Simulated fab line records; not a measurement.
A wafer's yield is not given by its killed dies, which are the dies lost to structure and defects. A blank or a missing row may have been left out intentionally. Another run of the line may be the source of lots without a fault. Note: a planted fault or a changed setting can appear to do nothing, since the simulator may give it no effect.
Which of the tools did it? ; flow gf180mcu ; 11 lots, 33 wafers sampled, at 4 steps of a route of 602

== WHAT THE GAUGES SHOWED, per wafer ==
GF_DUAL_GATE_OVL_MEAS_11.
lot;measured;on;DUAL_GATE_OVL (nm)
L240;day 8 07:31;overlay-02;-0.6 -1.1 0.5
L242;day 8 20:18;overlay-01;2.5 0.0 1.1
L243;day 9 04:22;overlay-01;-0.7 0.4 -0.2
L245;day 9 18:07;overlay-02;-1.4 1.0 0.4
L246;day 10 02:39;overlay-02;0.2 0.4 -1.5
L252;day 11 17:30;overlay-01;- - -
L253;day 11 23:26;overlay-01;0.3 2.5 2.6
L255;day 12 16:51;overlay-02;1.9 2.9 2.4
L257;day 13 06:00;overlay-01;1.4 0.0 -1.6
L261;day 14 14:29;overlay-01;-0.7 -0.3 0.0
L263;day 15 04:21;overlay-01;1.6 0.9 1.8

== EACH LOT AND THE TOOL THAT RAN IT (in order: tool; ch and the chambers of the sampled wafers; start) ==
lot;GF_STI_ETCH_14;GF_NWELL_STRIP_10;GF_DUAL_GATE_EXPOSE_08
L240;rie_si-01 ch 0,2, day 2 01:21;plasma_asher-01 ch 0, day 3 06:47;iline_stepper-02 ch 0, day 7 23:50
L242;rie_si-01 ch 0,2,3, day 2 11:16;plasma_asher-02 ch 0, day 3 17:37;iline_stepper-01 ch 0, day 8 12:05
L243;rie_si-01 ch 1,2, day 2 16:35;plasma_asher-01 ch 0,1, day 4 00:22;iline_stepper-01 ch 0, day 8 20:04
L245;rie_si-01 ch 0,1,2, day 3 04:21;plasma_asher-01 ch 1, day 4 11:32;iline_stepper-01 ch 0, day 9 09:37
L246;rie_si-02 ch 1,3, day 3 09:44;plasma_asher-02 ch 0,1, day 4 18:43;iline_stepper-02 ch 0, day 9 18:36
L252;rie_si-02 ch 0,1,3, day 4 15:15;plasma_asher-02 ch 0,1, day 6 00:56;iline_stepper-02 ch 0, day 11 08:29
L253;rie_si-01 ch 0,2,3, day 4 20:30;plasma_asher-01 ch 0,1, day 6 05:44;iline_stepper-01 ch 0, day 11 14:23
L255;rie_si-01 ch 0,2,3, day 5 06:18;plasma_asher-03 ch 0,1, day 6 18:17;iline_stepper-02 ch 0, day 12 07:45
L257;rie_si-02 ch 0,2,3, day 5 16:16;plasma_asher-01 ch 0,1, day 7 02:10;iline_stepper-02 ch 0, day 12 20:03
L261;rie_si-02 ch 0,1,3, day 6 14:58;plasma_asher-02 ch 0,1, day 8 05:44;iline_stepper-02 ch 0, day 14 04:09
L263;rie_si-02 ch 0,2, day 7 01:50;plasma_asher-02 ch 0,1, day 8 15:31;iline_stepper-02 ch 0, day 14 17:55
- GF_STI_ETCH_14: etches Si in HBr/Cl2/O2, target depth 360 nm, time 102.9 s.
- GF_NWELL_STRIP_10: strips in O2/N2.
- GF_DUAL_GATE_EXPOSE_08: exposes mask Dualgate, target cd 700 nm.

== THE ANSWER, worked out from the rows above alone ==
Rule: usual is defined by the lots themselves. The widest of any qualifying gaps counts: lots, ordered by their means at a reading, are off when they make up no more than a third of the lots, leave a main group of 4 or more, and stand apart from it by 3 or more times the standard deviation of that group's means. A main group is skipped when, at the precision printed for the reading in the tables above, its means are all equal. Also off: a lot with no number at a reading for which 4 or more lots have one. All remaining lots with rows at the step are treated as sound.
Off: L252, at GF_DUAL_GATE_OVL_MEAS_11 (DUAL_GATE_OVL). Without a number there: L252. Main group: mean 0.6 nm, sd 0.99.
A tool fits if, at a process step before that reading, it ran every lot that is off, and no sound lot after the first of them. The gauges at GF_DUAL_GATE_OVL_MEAS_11 are tried like those tools. No candidate that was tried fits.

== WHAT THE SIMULATOR PUT IN ==
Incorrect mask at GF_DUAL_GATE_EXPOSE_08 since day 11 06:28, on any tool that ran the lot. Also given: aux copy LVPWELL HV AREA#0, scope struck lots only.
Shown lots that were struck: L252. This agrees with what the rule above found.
